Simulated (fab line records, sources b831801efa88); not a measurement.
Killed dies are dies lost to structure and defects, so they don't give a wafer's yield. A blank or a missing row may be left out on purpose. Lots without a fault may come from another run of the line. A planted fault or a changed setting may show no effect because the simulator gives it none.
Chamber matching | flow gf180mcu | GF_V5_CVD_00 on hdpcvd-02: 3 sister chambers
The step deposits SiO2, target thk 300 nm, time 50 s. 6 wafers are shown with their chamber, then 9 later ones without.

WAFERS WITH THEIR CHAMBER
wafer  | chamber | run_length_s (s) | susceptor_temp_C (C)
L802.1 | 1       | 77.5             | 400.02
L802.2 | 0       | 77.4             | 399.94
L802.5 | 2       | 78.4             | 399.73
L803.3 | 0       | 77.6             | 399.86
L803.4 | 1       | 77.4             | 400.11
L803.5 | 2       | 78.2             | 399.89

WAFERS WITHOUT THEIR CHAMBER
wafer  | run_length_s (s) | susceptor_temp_C (C)
L804.1 | 78.0             | 399.90
L804.3 | 77.4             | 399.70
L804.5 | 78.1             | 399.86
L812.1 | 77.7             | 399.94
L812.2 | 77.8             | 400.17
L812.3 | 78.1             | 400.37
L813.4 | 77.5             | 399.88
L813.5 | 77.5             | 400.44
L813.6 | 78.1             | 400.18

WHICH CHAMBER EACH WENT THROUGH
wafer  | from the rows above          | in truth
L804.1 | can't be placed: 2 or 0      | 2
L804.3 | can't be placed: 0 or 1      | 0
L804.5 | 2                            | 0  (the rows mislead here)
L812.1 | can't be placed: 0 or 1      | 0
L812.2 | can't be placed: 1 or 0      | 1
L812.3 | can't be placed: 1 or 2 or 0 | 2
L813.4 | 0                            | 0
L813.5 | 1                            | 1
L813.6 | can't be placed: 2 or 1 or 0 | 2
Placed correctly: 2 of 9. Can't be placed from these rows: 6 (the true chamber is among the candidates in 6). Placed wrongly: 1.
How it was worked out, from the rows above alone: a wafer's distance from a chamber is the root of the sum, over the readings, of the square of ((its reading less the chamber's mean) divided by the reading's scatter). The wafer belongs to the nearest chamber; if the next one is less than 2 further off, it can't be placed. A chamber's mean is the mean of its shown wafers. The scatter: the root of (the sum of the squares of (reading less its chamber's mean) over the shown wafers, divided by (wafers less chambers)).
